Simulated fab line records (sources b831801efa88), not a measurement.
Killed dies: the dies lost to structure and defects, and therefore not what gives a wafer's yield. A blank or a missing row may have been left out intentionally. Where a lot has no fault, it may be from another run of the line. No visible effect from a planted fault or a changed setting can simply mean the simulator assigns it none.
Which tool did it? :: flow sky130 :: 12 lots, 36 wafers sampled, at 5 steps of a route of 708

== WHAT EACH GAUGE READ, for each wafer ==
SKY_VIA1_THK_MEAS_01.
lot: L506
measured: day 32 10:31
on: film_metro-02
VIA1_HDPCVD_THK (nm): 1016 1013 1021

lot: L508
measured: day 33 08:15
on: film_metro-02
VIA1_HDPCVD_THK (nm): 1007 1021 1009

lot: L509
measured: day 33 15:34
on: film_metro-04
VIA1_HDPCVD_THK (nm): 1031 1028 1030

lot: L514
measured: day 35 08:15
on: film_metro-02
VIA1_HDPCVD_THK (nm): 1007 998 1002

lot: L513
measured: day 35 08:56
on: film_metro-02
VIA1_HDPCVD_THK (nm): 1044 1045 1043

lot: L512
measured: day 35 10:28
on: film_metro-02
VIA1_HDPCVD_THK (nm): 1016 1028 1014

lot: L515
measured: day 35 22:29
on: film_metro-04
VIA1_HDPCVD_THK (nm): 1008 1021 1005

lot: L517
measured: day 36 09:22
on: film_metro-04
VIA1_HDPCVD_THK (nm): 1017 1020 1014

lot: L521
measured: day 37 14:01
on: film_metro-02
VIA1_HDPCVD_THK (nm): 1031 1036 1017

lot: L525
measured: day 38 16:02
on: film_metro-04
VIA1_HDPCVD_THK (nm): 1016 1038 1037

lot: L528
measured: day 39 15:14
on: film_metro-03
VIA1_HDPCVD_THK (nm): 1043 1029 1041

lot: L529
measured: day 41 05:39
on: film_metro-04
VIA1_HDPCVD_THK (nm): 1044 1057 1048

SKY_VIA1_BOW_MEAS_03.
lot: L506
measured: day 32 11:43
on: film_metro-04
VIA1_BOW (um): 82 80 85

lot: L508
measured: day 33 08:38
on: film_metro-04
VIA1_BOW (um): 80 77 84

lot: L509
measured: day 33 15:55
on: film_metro-03
VIA1_BOW (um): 77 77 75

lot: L514
measured: day 35 08:37
on: film_metro-02
VIA1_BOW (um): 75 79 74

lot: L513
measured: day 35 09:19
on: film_metro-02
VIA1_BOW (um): 86 64 76

lot: L512
measured: day 35 10:50
on: film_metro-02
VIA1_BOW (um): 76 77 76

lot: L515
measured: day 35 22:52
on: film_metro-03
VIA1_BOW (um): 67 81 74

lot: L517
measured: day 36 09:43
on: film_metro-02
VIA1_BOW (um): 84 85 79

lot: L521
measured: day 37 14:23
on: film_metro-03
VIA1_BOW (um): 80 76 70

lot: L525
measured: day 38 16:23
on: film_metro-03
VIA1_BOW (um): 69 85 77

lot: L528
measured: day 39 15:36
on: film_metro-04
VIA1_BOW (um): 94 87 82

lot: L529
measured: day 41 06:06
on: film_metro-02
VIA1_BOW (um): 66 90 85

== EACH LOT AND THE TOOL THAT RAN IT (in order: tool; ch and the chambers of the sampled wafers; start) ==
lot: L506
SKY_LOCAL_INTERCONNECT_ETCH_13: rie_metal-02 ch 0,1, day 29 21:52
SKY_LOCAL_INTERCONNECT_STRIP_15: plasma_asher-04 ch 0,1, day 29 21:59
SKY_METAL1_SPUTTER_02: pvd_sputter-03, day 31 05:04

lot: L508
SKY_LOCAL_INTERCONNECT_ETCH_13: rie_metal-02 ch 0, day 30 21:25
SKY_LOCAL_INTERCONNECT_STRIP_15: plasma_asher-03 ch 0,1, day 30 21:37
SKY_METAL1_SPUTTER_02: pvd_sputter-01, day 32 03:31

lot: L509
SKY_LOCAL_INTERCONNECT_ETCH_13: rie_metal-04 ch 0,1, day 31 03:52
SKY_LOCAL_INTERCONNECT_STRIP_15: plasma_asher-03 ch 0,1, day 31 03:59
SKY_METAL1_SPUTTER_02: pvd_sputter-01, day 32 11:34

lot: L514
SKY_LOCAL_INTERCONNECT_ETCH_13: rie_metal-04 ch 1, day 32 22:23
SKY_LOCAL_INTERCONNECT_STRIP_15: plasma_asher-03 ch 0,1, day 32 22:29
SKY_METAL1_SPUTTER_02: pvd_sputter-04, day 34 03:45

lot: L513
SKY_LOCAL_INTERCONNECT_ETCH_13: rie_metal-01 ch 0,1, day 33 00:32
SKY_LOCAL_INTERCONNECT_STRIP_15: plasma_asher-03 ch 0,1, day 33 00:38
SKY_METAL1_SPUTTER_02: pvd_sputter-01, day 34 05:10

lot: L512
SKY_LOCAL_INTERCONNECT_ETCH_13: rie_metal-02 ch 0,1, day 33 01:15
SKY_LOCAL_INTERCONNECT_STRIP_15: plasma_asher-01 ch 0,1, day 33 01:23
SKY_METAL1_SPUTTER_02: pvd_sputter-04, day 34 06:14

lot: L515
SKY_LOCAL_INTERCONNECT_ETCH_13: rie_metal-04 ch 0,1, day 33 13:35
SKY_LOCAL_INTERCONNECT_STRIP_15: plasma_asher-04 ch 0,1, day 33 13:41
SKY_METAL1_SPUTTER_02: pvd_sputter-03, day 34 18:22

lot: L517
SKY_LOCAL_INTERCONNECT_ETCH_13: rie_metal-04 ch 0,1, day 34 01:08
SKY_LOCAL_INTERCONNECT_STRIP_15: plasma_asher-01 ch 0,1, day 34 01:14
SKY_METAL1_SPUTTER_02: pvd_sputter-04, day 35 06:06

lot: L521
SKY_LOCAL_INTERCONNECT_ETCH_13: rie_metal-04 ch 0,1, day 35 06:12
SKY_LOCAL_INTERCONNECT_STRIP_15: plasma_asher-03 ch 0,1, day 35 06:20
SKY_METAL1_SPUTTER_02: pvd_sputter-04, day 36 11:05

lot: L525
SKY_LOCAL_INTERCONNECT_ETCH_13: rie_metal-04 ch 0,1, day 36 08:49
SKY_LOCAL_INTERCONNECT_STRIP_15: plasma_asher-01 ch 0,1, day 36 08:56
SKY_METAL1_SPUTTER_02: pvd_sputter-01, day 37 13:35

lot: L528
SKY_LOCAL_INTERCONNECT_ETCH_13: rie_metal-01 ch 0,1, day 37 09:34
SKY_LOCAL_INTERCONNECT_STRIP_15: plasma_asher-01 ch 0,1, day 37 09:41
SKY_METAL1_SPUTTER_02: pvd_sputter-03, day 38 13:25

lot: L529
SKY_LOCAL_INTERCONNECT_ETCH_13: rie_metal-02 ch 0,1, day 38 14:14
SKY_LOCAL_INTERCONNECT_STRIP_15: plasma_asher-03 ch 0,1, day 38 14:21
SKY_METAL1_SPUTTER_02: pvd_sputter-01, day 39 18:17
- SKY_LOCAL_INTERCONNECT_ETCH_13: etches BARC in N2/H2, stops on SiO2, time 45.9 s, target depth 60 nm.
- SKY_LOCAL_INTERCONNECT_STRIP_15: strips in O2/N2.
- SKY_METAL1_SPUTTER_02: material AlCu, target thk 250 nm, time 13.3 s.

== AS READ BY THE TOOLS THEMSELVES (means over the sampled wafers that have a number; for cases with no such wafer, the mark the record gives instead) ==
SKY_LOCAL_INTERCONNECT_ETCH_13.
lot: L506
tool: rie_metal-02
drypump_motor_current_A (A): 5.2
oes_product_au (a.u.): 0.852
run_length_s (s): 74.4
throttle_valve_pct (%): 13.222

lot: L508
tool: rie_metal-02
drypump_motor_current_A (A): 5.3
oes_product_au (a.u.): 0.852
run_length_s (s): 74.2
throttle_valve_pct (%): 13.227

lot: L509
tool: rie_metal-04
drypump_motor_current_A (A): 6.2
oes_product_au (a.u.): 0.855
run_length_s (s): 74.5
throttle_valve_pct (%): 13.222

lot: L514
tool: rie_metal-04
drypump_motor_current_A (A): 6.3
oes_product_au (a.u.): 0.854
run_length_s (s): 74.9
throttle_valve_pct (%): 13.220

lot: L513
tool: rie_metal-01
drypump_motor_current_A (A): 5.8
oes_product_au (a.u.): 0.853
run_length_s (s): 73.6
throttle_valve_pct (%): 13.229

lot: L512
tool: rie_metal-02
drypump_motor_current_A (A): 5.2
oes_product_au (a.u.): 0.858
run_length_s (s): 74.6
throttle_valve_pct (%): 13.233

lot: L515
tool: rie_metal-04
drypump_motor_current_A (A): 6.2
oes_product_au (a.u.): 0.851
run_length_s (s): 74.7
throttle_valve_pct (%): 13.235

lot: L517
tool: rie_metal-04
drypump_motor_current_A (A): 6.2
oes_product_au (a.u.): 0.851
run_length_s (s): 74.1
throttle_valve_pct (%): 13.225

lot: L521
tool: rie_metal-04
drypump_motor_current_A (A): 6.2
oes_product_au (a.u.): 0.668
run_length_s (s): 105.1
throttle_valve_pct (%): 13.207

lot: L525
tool: rie_metal-04
drypump_motor_current_A (A): 6.2
oes_product_au (a.u.): 0.666
run_length_s (s): 104.6
throttle_valve_pct (%): 13.201

lot: L528
tool: rie_metal-01
drypump_motor_current_A (A): 5.8
oes_product_au (a.u.): 0.853
run_length_s (s): 73.9
throttle_valve_pct (%): 13.210

lot: L529
tool: rie_metal-02
drypump_motor_current_A (A): 5.2
oes_product_au (a.u.): 0.851
run_length_s (s): 74.1
throttle_valve_pct (%): 13.218

SKY_LOCAL_INTERCONNECT_STRIP_15.
lot: L506
tool: plasma_asher-04
drypump_motor_current_A (A): 5.5
oes_product_au (a.u.): 0.427
strip_time_to_endpoint_s (s): 4.737

lot: L508
tool: plasma_asher-03
drypump_motor_current_A (A): 5.8
oes_product_au (a.u.): 0.426
strip_time_to_endpoint_s (s): 4.727

lot: L509
tool: plasma_asher-03
drypump_motor_current_A (A): 5.8
oes_product_au (a.u.): 0.428
strip_time_to_endpoint_s (s): 4.732

lot: L514
tool: plasma_asher-03
drypump_motor_current_A (A): 6.1
oes_product_au (a.u.): 0.426
strip_time_to_endpoint_s (s): 4.686

lot: L513
tool: plasma_asher-03
drypump_motor_current_A (A): 5.8
oes_product_au (a.u.): 0.429
strip_time_to_endpoint_s (s): 4.737

lot: L512
tool: plasma_asher-01
drypump_motor_current_A (A): 5.8
oes_product_au (a.u.): 0.426
strip_time_to_endpoint_s (s): 4.729

lot: L515
tool: plasma_asher-04
drypump_motor_current_A (A): 5.5
oes_product_au (a.u.): 0.425
strip_time_to_endpoint_s (s): 4.694

lot: L517
tool: plasma_asher-01
drypump_motor_current_A (A): 6.0
oes_product_au (a.u.): 0.425
strip_time_to_endpoint_s (s): 4.724

lot: L521
tool: plasma_asher-03
drypump_motor_current_A (A): 5.8
oes_product_au (a.u.): 0.414
strip_time_to_endpoint_s (s): 4.383

lot: L525
tool: plasma_asher-01
drypump_motor_current_A (A): 5.7
oes_product_au (a.u.): 0.417
strip_time_to_endpoint_s (s): 4.409

lot: L528
tool: plasma_asher-01
drypump_motor_current_A (A): 5.8
oes_product_au (a.u.): 0.428
strip_time_to_endpoint_s (s): 4.754

lot: L529
tool: plasma_asher-03
drypump_motor_current_A (A): 5.8
oes_product_au (a.u.): 0.426
strip_time_to_endpoint_s (s): 4.714

SKY_METAL1_SPUTTER_02.
lot: L506
tool: pvd_sputter-03
throttle_valve_pct (%): 29.5

lot: L508
tool: pvd_sputter-01
throttle_valve_pct (%): 30.9

lot: L509
tool: pvd_sputter-01
throttle_valve_pct (%): 30.9

lot: L514
tool: pvd_sputter-04
throttle_valve_pct (%): 31.9

lot: L513
tool: pvd_sputter-01
throttle_valve_pct (%): 30.3

lot: L512
tool: pvd_sputter-04
throttle_valve_pct (%): 30.3

lot: L515
tool: pvd_sputter-03
throttle_valve_pct (%): 29.3

lot: L517
tool: pvd_sputter-04
throttle_valve_pct (%): 29.3

lot: L521
tool: pvd_sputter-04
throttle_valve_pct (%): 30.3

lot: L525
tool: pvd_sputter-01
throttle_valve_pct (%): 30.6

lot: L528
tool: pvd_sputter-03
throttle_valve_pct (%): 29.3

lot: L529
tool: pvd_sputter-01
throttle_valve_pct (%): 30.6

== THE ANSWER, worked out from the rows above alone ==
Rule: what is usual is taken from the lots themselves. Put in order of their means at a reading, lots are off if they are a third of the lots or fewer, leave a main group of 4 or more, and stand apart from it by a gap of 3 or more times the standard deviation of the main group's means; of several such gaps the widest counts. Not used: any main group whose means are identical at the precision the tables above print for the reading. Also off: a lot with no number at a reading for which 4 or more lots have one. Where the step has rows for the other lots, those lots are counted as sound. Order of review: gauges by route order, followed by the tools' own readings, for which a lot's mean as printed above is used. At the first step where some lot is off, the reading lying furthest off is the one used; lots without a number count as furthest.
Off, at SKY_LOCAL_INTERCONNECT_ETCH_13 on oes_product_au: L521, L525. The main group: mean 0.853 a.u., standard deviation 0.0021.
If a tool, at that step or one of the process steps before it, ran each lot that is off and ran no sound lot following the first of them, it fits. One fits: SKY_LOCAL_INTERCONNECT_ETCH_13 on rie_metal-04. Its last sound lot is L517 (day 34 01:08), its first lot that is off L521 (day 35 06:12): a fault that began between those two fits.
The tool's own readings at SKY_LOCAL_INTERCONNECT_ETCH_13 bear it out: on the lots that are off they differ by more than 5 times the standard deviation of the sound lots' means. oes_product_au reads 0.667 a.u. there against 0.853 a.u. on the sound lots; run_length_s reads 104.8 s there against 74.3 s on the sound lots.

== WHAT THE SIMULATOR HAD PUT IN ==
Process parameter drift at SKY_LOCAL_INTERCONNECT_ETCH_13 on rie_metal-04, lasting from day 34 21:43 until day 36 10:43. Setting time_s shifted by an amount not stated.
Shown lots that were struck: L521, L525. The rule given above showed the same thing.
